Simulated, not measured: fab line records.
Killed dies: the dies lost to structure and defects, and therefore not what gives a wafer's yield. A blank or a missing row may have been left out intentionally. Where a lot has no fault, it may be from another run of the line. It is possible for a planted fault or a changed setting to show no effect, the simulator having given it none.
Which tool was responsible? / flow gf180mcu / Sampling: 13 lots, 39 wafers, 4 of 602 route steps

== WHAT THE GAUGES READ, wafer by wafer ==
GF_TOP_METAL_RS_MEAS_05: uses a four-point probe to measure.
lot=L688; measured=day 27 08:40; on=film-metro-03; TOP_METAL_ALCU_RS (ohm/sq)=0.03264 0.03254 0.03291
lot=L689; measured=day 27 14:50; on=film-metro-03; TOP_METAL_ALCU_RS (ohm/sq)=0.03266 0.03255 0.03292
lot=L690; measured=day 27 22:47; on=film-metro-03; TOP_METAL_ALCU_RS (ohm/sq)=0.03311 0.03261 0.03281
lot=L691; measured=day 28 10:46; on=film-metro-02; TOP_METAL_ALCU_RS (ohm/sq)=0.03224 0.03247 0.03206
lot=L692; measured=day 28 19:31; on=film-metro-03; TOP_METAL_ALCU_RS (ohm/sq)=0.03253 0.03304 0.03256
lot=L693; measured=day 28 22:14; on=film-metro-03; TOP_METAL_ALCU_RS (ohm/sq)=0.03248 0.03232 0.03256
lot=L694; measured=day 29 06:13; on=film-metro-04; TOP_METAL_ALCU_RS (ohm/sq)=0.03252 0.03256 0.03269
lot=L695; measured=day 29 10:16; on=film-metro-04; TOP_METAL_ALCU_RS (ohm/sq)=0.03284 0.03268 0.03302
lot=L701; measured=day 31 04:10; on=film-metro-02; TOP_METAL_ALCU_RS (ohm/sq)=0.03286 0.03294 0.03284
lot=L705; measured=day 32 04:01; on=film-metro-03; TOP_METAL_ALCU_RS (ohm/sq)=0.03261 0.03284 0.03293
lot=L706; measured=day 32 20:16; on=film-metro-04; TOP_METAL_ALCU_RS (ohm/sq)=0.03281 0.03244 0.03275
lot=L707; measured=day 32 22:22; on=film-metro-04; TOP_METAL_ALCU_RS (ohm/sq)=0.03246 0.03232 0.03206
lot=L710; measured=day 33 09:51; on=film-metro-02; TOP_METAL_ALCU_RS (ohm/sq)=0.03261 0.03282 0.0324

GF_TOP_METAL_CD_MEAS_14: target cd 440 nm.
lot=L688; measured=day 28 03:59; on=cd-sem-01; cd-nm (nm)=438.7 437.4 438.8
lot=L689; measured=day 28 10:20; on=cd-sem-01; cd-nm (nm)=441.1 437.6 440.2
lot=L690; measured=day 28 18:50; on=cd-sem-01; cd-nm (nm)=440.8 439.3 440.6
lot=L691; measured=day 29 05:32; on=cd-sem-01; cd-nm (nm)=441.6 438.4 438.2
lot=L692; measured=day 29 14:29; on=cd-sem-01; cd-nm (nm)=442.0 445.3 444.0
lot=L693; measured=day 29 17:28; on=cd-sem-01; cd-nm (nm)=435.9 436.0 434.3
lot=L694; measured=day 30 01:02; on=cd-sem-01; cd-nm (nm)=439.9 438.6 437.6
lot=L695; measured=day 30 04:36; on=cd-sem-01; cd-nm (nm)=436.2 436.4 437.3
lot=L701; measured=day 31 20:43; on=cd-sem-01; cd-nm (nm)=439.0 438.5 438.9
lot=L705; measured=day 32 19:31; on=cd-sem-02; cd-nm (nm)=442.0 442.6 442.2
lot=L706; measured=day 33 11:13; on=cd-sem-02; cd-nm (nm)=438.2 439.1 437.0
lot=L707; measured=day 33 13:50; on=cd-sem-02; cd-nm (nm)=435.8 439.8 437.8
lot=L710; measured=day 34 01:08; on=cd-sem-02; cd-nm (nm)=434.1 431.7 435.0

== WHICH TOOL RAN EACH LOT (tool, then ch and the chambers of the sampled wafers, then the start) ==
lot=L688; GF_HV_LDD_STRIP_22=plasma-asher-01 ch 0, day 10 18:23; GF_TOP_METAL_SPUTTER_02=pvd-sputter-02, day 27 08:34
lot=L689; GF_HV_LDD_STRIP_22=plasma-asher-02 ch 1, day 11 05:32; GF_TOP_METAL_SPUTTER_02=pvd-sputter-04, day 27 14:43
lot=L690; GF_HV_LDD_STRIP_22=plasma-asher-02 ch 1, day 11 10:11; GF_TOP_METAL_SPUTTER_02=pvd-sputter-01, day 27 22:41
lot=L691; GF_HV_LDD_STRIP_22=plasma-asher-02 ch 0,1, day 12 00:50; GF_TOP_METAL_SPUTTER_02=pvd-sputter-01, day 28 10:39
lot=L692; GF_HV_LDD_STRIP_22=plasma-asher-01 ch 0, day 12 06:58; GF_TOP_METAL_SPUTTER_02=pvd-sputter-01, day 28 19:26
lot=L693; GF_HV_LDD_STRIP_22=plasma-asher-01 ch 0,1, day 12 10:07; GF_TOP_METAL_SPUTTER_02=pvd-sputter-04, day 28 22:08
lot=L694; GF_HV_LDD_STRIP_22=plasma-asher-02 ch 1, day 12 19:08; GF_TOP_METAL_SPUTTER_02=pvd-sputter-04, day 29 06:06
lot=L695; GF_HV_LDD_STRIP_22=plasma-asher-01 ch 0,1, day 12 22:18; GF_TOP_METAL_SPUTTER_02=pvd-sputter-01, day 29 10:08
lot=L701; GF_HV_LDD_STRIP_22=plasma-asher-03 ch 0,1, day 14 21:33; GF_TOP_METAL_SPUTTER_02=pvd-sputter-02, day 31 04:02
lot=L705; GF_HV_LDD_STRIP_22=plasma-asher-03 ch 0,1, day 16 01:38; GF_TOP_METAL_SPUTTER_02=pvd-sputter-04, day 32 03:50
lot=L706; GF_HV_LDD_STRIP_22=plasma-asher-02 ch 0,1, day 16 20:19; GF_TOP_METAL_SPUTTER_02=pvd-sputter-04, day 32 20:11
lot=L707; GF_HV_LDD_STRIP_22=plasma-asher-01 ch 0,1, day 16 21:13; GF_TOP_METAL_SPUTTER_02=pvd-sputter-02, day 32 22:15
lot=L710; GF_HV_LDD_STRIP_22=plasma-asher-01 ch 0, day 17 21:10; GF_TOP_METAL_SPUTTER_02=pvd-sputter-04, day 33 09:44
- GF_HV_LDD_STRIP_22: strips in O2/N2.
- GF_TOP_METAL_SPUTTER_02: material AlCu, target thk 900 nm, time 47.82 s.

== WHAT THE TOOLS THEMSELVES READ (means of the sampled wafers that have a number; where no wafer has one, the mark that the record gives instead) ==
GF_HV_LDD_STRIP_22.
lot=L688; tool=plasma-asher-01; drypump-motor-current-A (A)=5.9; heater-power-w (W)=378; oes-product-au (a.u.)=0.715; strip-time-to-endpoint-s (s)=12.71
lot=L689; tool=plasma-asher-02; drypump-motor-current-A (A)=5.9; heater-power-w (W)=325; oes-product-au (a.u.)=0.713; strip-time-to-endpoint-s (s)=12.66
lot=L690; tool=plasma-asher-02; drypump-motor-current-A (A)=5.9; heater-power-w (W)=326; oes-product-au (a.u.)=0.719; strip-time-to-endpoint-s (s)=12.66
lot=L691; tool=plasma-asher-02; drypump-motor-current-A (A)=6.0; heater-power-w (W)=329; oes-product-au (a.u.)=0.719; strip-time-to-endpoint-s (s)=12.67
lot=L692; tool=plasma-asher-01; drypump-motor-current-A (A)=5.9; heater-power-w (W)=381; oes-product-au (a.u.)=0.717; strip-time-to-endpoint-s (s)=12.59
lot=L693; tool=plasma-asher-01; drypump-motor-current-A (A)=5.2; heater-power-w (W)=352; oes-product-au (a.u.)=0.716; strip-time-to-endpoint-s (s)=12.64
lot=L694; tool=plasma-asher-02; drypump-motor-current-A (A)=5.9; heater-power-w (W)=326; oes-product-au (a.u.)=0.715; strip-time-to-endpoint-s (s)=12.64
lot=L695; tool=plasma-asher-01; drypump-motor-current-A (A)=5.2; heater-power-w (W)=353; oes-product-au (a.u.)=0.718; strip-time-to-endpoint-s (s)=12.68
lot=L701; tool=plasma-asher-03; drypump-motor-current-A (A)=5.6; heater-power-w (W)=312; oes-product-au (a.u.)=0.716; strip-time-to-endpoint-s (s)=12.65
lot=L705; tool=plasma-asher-03; drypump-motor-current-A (A)=5.3; heater-power-w (W)=331; oes-product-au (a.u.)=0.712; strip-time-to-endpoint-s (s)=12.62
lot=L706; tool=plasma-asher-02; drypump-motor-current-A (A)=6.0; heater-power-w (W)=327; oes-product-au (a.u.)=0.719; strip-time-to-endpoint-s (s)=12.62
lot=L707; tool=plasma-asher-01; drypump-motor-current-A (A)=5.6; heater-power-w (W)=365; oes-product-au (a.u.)=0.716; strip-time-to-endpoint-s (s)=12.59
lot=L710; tool=plasma-asher-01; drypump-motor-current-A (A)=5.9; heater-power-w (W)=375; oes-product-au (a.u.)=0.717; strip-time-to-endpoint-s (s)=12.61

GF_TOP_METAL_SPUTTER_02.
lot=L688; tool=pvd-sputter-02; throttle-valve-pct (%)=30.1
lot=L689; tool=pvd-sputter-04; throttle-valve-pct (%)=30.9
lot=L690; tool=pvd-sputter-01; throttle-valve-pct (%)=30.5
lot=L691; tool=pvd-sputter-01; throttle-valve-pct (%)=30.4
lot=L692; tool=pvd-sputter-01; throttle-valve-pct (%)=30.1
lot=L693; tool=pvd-sputter-04; throttle-valve-pct (%)=31.1
lot=L694; tool=pvd-sputter-04; throttle-valve-pct (%)=29.9
lot=L695; tool=pvd-sputter-01; throttle-valve-pct (%)=30.0
lot=L701; tool=pvd-sputter-02; throttle-valve-pct (%)=29.8
lot=L705; tool=pvd-sputter-04; throttle-valve-pct (%)=30.7
lot=L706; tool=pvd-sputter-04; throttle-valve-pct (%)=30.8
lot=L707; tool=pvd-sputter-02; throttle-valve-pct (%)=28.9
lot=L710; tool=pvd-sputter-04; throttle-valve-pct (%)=30.2

== THE ANSWER, worked out from the rows above alone ==
Rule: the lots themselves supply what counts as usual. The widest of any qualifying gaps counts: lots, ordered by their means at a reading, are off when they make up no more than a third of the lots, leave a main group of 4 or more, and stand apart from it by 3 or more times the standard deviation of that group's means. Not used: any main group whose means are identical at the precision the tables above print for the reading. A lot without any number at a reading at which 4 lots or more have one is off too. The other lots that the step has rows for count as sound. Order of review: gauges by route order, followed by the tools' own readings, for which a lot's mean as printed above is used. At the first step where some lot is off, the reading lying furthest off is the one used; lots without a number count as furthest.
Across all readings shown, no lot is off: no conclusion can be drawn from this.

== WHAT THE SIMULATOR HAD INSERTED ==
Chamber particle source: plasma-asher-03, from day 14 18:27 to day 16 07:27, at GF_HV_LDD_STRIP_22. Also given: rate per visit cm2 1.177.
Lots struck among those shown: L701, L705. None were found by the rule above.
